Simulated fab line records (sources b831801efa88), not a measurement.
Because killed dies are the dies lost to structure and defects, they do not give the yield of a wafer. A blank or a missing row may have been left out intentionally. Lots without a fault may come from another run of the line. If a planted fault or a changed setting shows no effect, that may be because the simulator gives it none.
Chamber matching -- flow gf180mcu -- GF_V2_ETCH_16 on rie diel-02: 4 sister chambers
The step etches BARC in N2/H2. 4 wafers are shown with their chamber, then 9 later ones without.

WAFERS PAIRED WITH THEIR CHAMBERS
wafer,chamber,throttle valve pct (%)
L089.5,1,13.206
L089.6,0,13.208
L091.5,2,13.232
L091.6,3,13.209

WAFERS WITH NO CHAMBER GIVEN
wafer,throttle valve pct (%)
L094.3,13.221
L094.5,13.232
L094.6,13.223
L096.1,13.227
L096.2,13.222
L096.5,13.222
L097.2,13.225
L097.3,13.213
L097.5,13.206

WHICH CHAMBER EACH ONE RAN IN
wafer,from the rows above,in truth
L094.3,can't be placed: 2 or 3 or 0 or 1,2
L094.5,2,2
L094.6,can't be placed: 2 or 3 or 0 or 1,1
L096.1,can't be placed: 2 or 3 or 0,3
L096.2,can't be placed: 2 or 3 or 0 or 1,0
L096.5,can't be placed: 2 or 3 or 0 or 1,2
L097.2,can't be placed: 2 or 3 or 0 or 1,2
L097.3,can't be placed: 3 or 0 or 1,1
L097.5,can't be placed: 1 or 0 or 3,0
Correct placement for 1 of the 9. Can't be placed from these rows: 8 (the true chamber is among the candidates in 8). Wrongly placed: 0.
How it was worked out, from the rows above alone: a wafer's distance from a chamber is the root of the sum, over the readings, of the square of ((its reading less the chamber's mean) divided by the reading's scatter). The wafer belongs to the nearest chamber; if the next one is less than 2 further off, it can't be placed. For every chamber, the mean is computed from those of its wafers that are shown. The scatter (one wafer shown for each chamber): square how far every hidden wafer sits from the nearest shown wafer, average those squares and take the square root.
